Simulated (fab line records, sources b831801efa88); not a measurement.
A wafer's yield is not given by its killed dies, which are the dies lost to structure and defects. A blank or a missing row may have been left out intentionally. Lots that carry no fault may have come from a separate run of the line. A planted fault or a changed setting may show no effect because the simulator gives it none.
Chamber matching	flow sky130	SKY_LI_CONTACT_ETCH_15 on rie_diel-02 has 4 sister chambers
The step etches PSG in C4F8/O2/Ar, stops on Si, target depth 600 nm. 4 wafers are shown with their chamber, then 7 later ones without.

## WAFERS PAIRED WITH THEIR CHAMBERS
wafer	chamber	rf_fwd_power_W (W)
L152.2	2	1483
L157.1	0	1492
L166.3	1	1487
L166.4	3	1493

## WAFERS WHOSE CHAMBER IS MISSING
wafer	rf_fwd_power_W (W)
L166.6	1498
L168.2	1491
L168.3	1494
L168.4	1482
L170.3	1500
L170.4	1496
L170.5	1491

## THE CHAMBER EACH PASSED THROUGH
wafer	from the rows above	in truth
L166.6	can't be placed: 3 or 0 or 1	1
L168.2	can't be placed: 0 or 3 or 1 or 2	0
L168.3	can't be placed: 3 or 0 or 1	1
L168.4	can't be placed: 2 or 1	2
L170.3	can't be placed: 3 or 0 or 1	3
L170.4	can't be placed: 3 or 0 or 1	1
L170.5	can't be placed: 0 or 3 or 1 or 2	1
Correctly placed: 0 of 7. Can't be placed from these rows: 7 (the true chamber is among the candidates in 7). Number placed wrongly: 0.
How it was worked out, from the rows above alone: a wafer's distance from a chamber is the root of the sum, over the readings, of the square of ((its reading less the chamber's mean) divided by the reading's scatter). The wafer belongs to the nearest chamber; if the next one is less than 2 further off, it can't be placed. A chamber's mean is the mean of its shown wafers. The scatter (one wafer shown for each chamber): square how far every hidden wafer sits from the nearest shown wafer, average those squares and take the square root.
